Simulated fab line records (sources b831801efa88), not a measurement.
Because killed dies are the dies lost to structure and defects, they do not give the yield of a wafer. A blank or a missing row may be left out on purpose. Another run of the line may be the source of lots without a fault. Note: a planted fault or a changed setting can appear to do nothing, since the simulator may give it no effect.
Which tool is to blame? :: flow gf180mcu :: 12 lots with 36 wafers sampled at 4 steps, on a route of 602 steps

== WHAT THE GAUGES READ, wafer by wafer ==
GF_PSD_OVL_MEAS_08. Usual: PSD_OVL gives -0.8 nm (standard deviation 1.4).
lot: L938
measured: day 14 20:43
on: overlay-01
PSD_OVL (nm): -2.1 -1.1 -0.4
flag: 

lot: L939
measured: day 15 00:46
on: overlay-01
PSD_OVL (nm): 1.4 -1.4 1.5
flag: 

lot: L945
measured: day 17 15:32
on: overlay-02
PSD_OVL (nm): -0.7 -2.7 -2.8
flag: 

lot: L946
measured: day 18 03:32
on: overlay-02
PSD_OVL (nm): -2.1 -1.4 -2.3
flag: 

lot: L949
measured: day 18 20:15
on: overlay-01
PSD_OVL (nm): -0.5 -3.2 -3.4
flag: 

lot: L950
measured: day 19 07:37
on: overlay-02
PSD_OVL (nm): -4.2 -1.9 -2.0
flag: 

lot: L951
measured: day 19 16:58
on: overlay-02
PSD_OVL (nm): -1.5 0.4 1.1
flag: 

lot: L952
measured: day 20 07:09
on: overlay-01
PSD_OVL (nm): -2.1 -0.1 -2.0
flag: 

lot: L954
measured: day 20 14:28
on: overlay-02
PSD_OVL (nm): -0.2 -0.3 -2.3
flag: 

lot: L955
measured: day 21 01:04
on: overlay-01
PSD_OVL (nm): -0.9 -2.0 -0.6
flag: 

lot: L956
measured: day 21 12:20
on: overlay-01
PSD_OVL (nm): -0.4 0.6 -0.5
flag: 

lot: L958
measured: day 22 07:07
on: overlay-02
PSD_OVL (nm): -0.4 0.5 0.0
flag: 

GF_SALICIDE_RS_MEAS_04: measures by four-point-probe. Usual: SALICIDE_TIN_RS gives 16.41 ohm/sq (standard deviation 0.29).
lot: L938
measured: day 15 18:02
on: film metro-02
SALICIDE_TIN_RS (ohm/sq): 16.54 16.61 16.15
flag: 

lot: L939
measured: day 15 22:49
on: film metro-04
SALICIDE_TIN_RS (ohm/sq): 16.50 16.37 16.34
flag: 

lot: L945
measured: day 18 15:58
on: film metro-04
SALICIDE_TIN_RS (ohm/sq): 16.78 15.04 15.04
flag: 

lot: L946
measured: day 19 04:04
on: film metro-01
SALICIDE_TIN_RS (ohm/sq): 16.13 16.57 14.78
flag: 

lot: L949
measured: day 19 21:43
on: film metro-01
SALICIDE_TIN_RS (ohm/sq): 16.71 16.79 16.43
flag: 

lot: L950
measured: day 20 08:32
on: film metro-02
SALICIDE_TIN_RS (ohm/sq): 16.72 16.18 15.98
flag: 

lot: L951
measured: day 20 17:49
on: film metro-02
SALICIDE_TIN_RS (ohm/sq): 16.36 16.41 16.10
flag: 

lot: L952
measured: day 21 07:52
on: film metro-04
SALICIDE_TIN_RS (ohm/sq): 16.68 16.26 16.70
flag: 

lot: L954
measured: day 21 15:37
on: film metro-02
SALICIDE_TIN_RS (ohm/sq): 15.96 16.47 16.50
flag: 

lot: L955
measured: day 22 02:17
on: film metro-04
SALICIDE_TIN_RS (ohm/sq): 16.53 16.45 16.46
flag: 

lot: L956
measured: day 22 13:16
on: film metro-01
SALICIDE_TIN_RS (ohm/sq): 16.54 16.51 16.87
flag: 

lot: L958
measured: day 23 06:32
on: film metro-02
SALICIDE_TIN_RS (ohm/sq): 16.15 16.41 16.05
flag: 

== EACH LOT AND THE TOOL THAT RAN IT (in order: tool; ch and the chambers of the sampled wafers; start) ==
lot: L938
GF_HV_LDD_STRIP_10: plasma asher-02 ch 0,1, day 10 11:07
GF_SALICIDE_SPUTTER_02: pvd sputter-01, day 15 17:59

lot: L939
GF_HV_LDD_STRIP_10: plasma asher-03 ch 0,1, day 10 17:22
GF_SALICIDE_SPUTTER_02: pvd sputter-04, day 15 22:45

lot: L945
GF_HV_LDD_STRIP_10: plasma asher-04 ch 0,1, day 13 00:02
GF_SALICIDE_SPUTTER_02: pvd sputter-01, day 18 15:52

lot: L946
GF_HV_LDD_STRIP_10: plasma asher-03 ch 1, day 13 11:34
GF_SALICIDE_SPUTTER_02: pvd sputter-01, day 19 03:59

lot: L949
GF_HV_LDD_STRIP_10: plasma asher-03 ch 0,1, day 14 02:32
GF_SALICIDE_SPUTTER_02: pvd sputter-04, day 19 21:36

lot: L950
GF_HV_LDD_STRIP_10: plasma asher-03 ch 0,1, day 14 13:22
GF_SALICIDE_SPUTTER_02: pvd sputter-04, day 20 08:28

lot: L951
GF_HV_LDD_STRIP_10: plasma asher-02 ch 0,1, day 14 19:19
GF_SALICIDE_SPUTTER_02: pvd sputter-03, day 20 17:45

lot: L952
GF_HV_LDD_STRIP_10: plasma asher-03 ch 0,1, day 15 09:17
GF_SALICIDE_SPUTTER_02: pvd sputter-03, day 21 07:46

lot: L954
GF_HV_LDD_STRIP_10: plasma asher-04 ch 0,1, day 15 13:34
GF_SALICIDE_SPUTTER_02: pvd sputter-04, day 21 15:34

lot: L955
GF_HV_LDD_STRIP_10: plasma asher-03 ch 0,1, day 15 22:41
GF_SALICIDE_SPUTTER_02: pvd sputter-01, day 22 02:14

lot: L956
GF_HV_LDD_STRIP_10: plasma asher-03 ch 0,1, day 16 09:45
GF_SALICIDE_SPUTTER_02: pvd sputter-04, day 22 13:12

lot: L958
GF_HV_LDD_STRIP_10: plasma asher-04 ch 0,1, day 17 05:09
GF_SALICIDE_SPUTTER_02: pvd sputter-03, day 23 06:28
- GF_HV_LDD_STRIP_10: strips in O2/N2.
- GF_SALICIDE_SPUTTER_02: material Co, target thk 10 nm, time 20 s.

== AS READ BY THE TOOLS THEMSELVES (means over the sampled wafers that have a number; for cases with no such wafer, the mark the record gives instead) ==
GF_HV_LDD_STRIP_10. Usual: drypump motor current A 5.49 A, standard deviation 0.27; heater power w 329 W, standard deviation 31; oes product au 0.715 a.u., standard deviation 0.0046; platen temp c 250.04 C, standard deviation 0.18; strip time to endpoint s 12.65 s, standard deviation 0.035.
lot: L938
tool: plasma asher-02
drypump motor current A (A): 5.18
heater power w (W): 265
oes product au (a.u.): 0.715
platen temp c (C): 250.04
strip time to endpoint s (s): 12.63
flag: 

lot: L939
tool: plasma asher-03
drypump motor current A (A): 5.35
heater power w (W): 342
oes product au (a.u.): 0.719
platen temp c (C): 250.15
strip time to endpoint s (s): 12.64
flag: 

lot: L945
tool: plasma asher-04
drypump motor current A (A): 5.88
heater power w (W): 324
oes product au (a.u.): 0.716
platen temp c (C): 250.06
strip time to endpoint s (s): 12.65
flag: 

lot: L946
tool: plasma asher-03
drypump motor current A (A): 5.34
heater power w (W): 338
oes product au (a.u.): 0.713
platen temp c (C): 250.03
strip time to endpoint s (s): 12.67
flag: 

lot: L949
tool: plasma asher-03
drypump motor current A (A): 5.35
heater power w (W): 339
oes product au (a.u.): 0.714
platen temp c (C): 250.25
strip time to endpoint s (s): 12.64
flag: 

lot: L950
tool: plasma asher-03
drypump motor current A (A): 5.36
heater power w (W): 341
oes product au (a.u.): 0.716
platen temp c (C): 250.04
strip time to endpoint s (s): 12.64
flag: 

lot: L951
tool: plasma asher-02
drypump motor current A (A): 5.39
heater power w (W): 271
oes product au (a.u.): 0.717
platen temp c (C): 249.99
strip time to endpoint s (s): 12.66
flag: 

lot: L952
tool: plasma asher-03
drypump motor current A (A): 5.35
heater power w (W): 343
oes product au (a.u.): 0.720
platen temp c (C): 250.04
strip time to endpoint s (s): 12.61
flag: 

lot: L954
tool: plasma asher-04
drypump motor current A (A): 5.87
heater power w (W): 339
oes product au (a.u.): 0.713
platen temp c (C): 250.21
strip time to endpoint s (s): 12.65
flag: 

lot: L955
tool: plasma asher-03
drypump motor current A (A): 5.35
heater power w (W): 346
oes product au (a.u.): 0.718
platen temp c (C): 249.79
strip time to endpoint s (s): 12.62
flag: 

lot: L956
tool: plasma asher-03
drypump motor current A (A): 5.34
heater power w (W): 338
oes product au (a.u.): 0.715
platen temp c (C): 250.06
strip time to endpoint s (s): 12.68
flag: 

lot: L958
tool: plasma asher-04
drypump motor current A (A): 5.87
heater power w (W): 320
oes product au (a.u.): 0.715
platen temp c (C): 250.15
strip time to endpoint s (s): 12.64
flag: 

GF_SALICIDE_SPUTTER_02. Usual: throttle valve pct at 29.7 %, with a standard deviation of 1.2.
lot: L938
tool: pvd sputter-01
throttle valve pct (%): 30.5
flag: 

lot: L939
tool: pvd sputter-04
throttle valve pct (%): 30.4
flag: 

lot: L945
tool: pvd sputter-01
throttle valve pct (%): 30.5
flag: 

lot: L946
tool: pvd sputter-01
throttle valve pct (%): 30.3
flag: 

lot: L949
tool: pvd sputter-04
throttle valve pct (%): 29.3
flag: 

lot: L950
tool: pvd sputter-04
throttle valve pct (%): 29.9
flag: 

lot: L951
tool: pvd sputter-03
throttle valve pct (%): 29.3
flag: 

lot: L952
tool: pvd sputter-03
throttle valve pct (%): 28.7
flag: 

lot: L954
tool: pvd sputter-04
throttle valve pct (%): 29.7
flag: 

lot: L955
tool: pvd sputter-01
throttle valve pct (%): 30.0
flag: 

lot: L956
tool: pvd sputter-04
throttle valve pct (%): 29.7
flag: 

lot: L958
tool: pvd sputter-03
throttle valve pct (%): 28.7
flag: 

== THE ANSWER, worked out from the rows above alone ==
Rule: a lot counts as off when the mean over its wafers that have a number is more than 3 standard deviations away from the usual mean. A lot without any number at a reading at which 4 lots or more have one is off too. The other lots that the step has rows for count as sound. The gauges are gone through in route order, then the tools' own readings, and for those a lot's mean is taken as printed above. At the first step where some lot is off, the reading lying furthest off is the one used; lots without a number count as furthest.
No lot is off at any reading shown: from this, nothing can be told.

== WHAT WAS PUT IN BY THE SIMULATOR ==
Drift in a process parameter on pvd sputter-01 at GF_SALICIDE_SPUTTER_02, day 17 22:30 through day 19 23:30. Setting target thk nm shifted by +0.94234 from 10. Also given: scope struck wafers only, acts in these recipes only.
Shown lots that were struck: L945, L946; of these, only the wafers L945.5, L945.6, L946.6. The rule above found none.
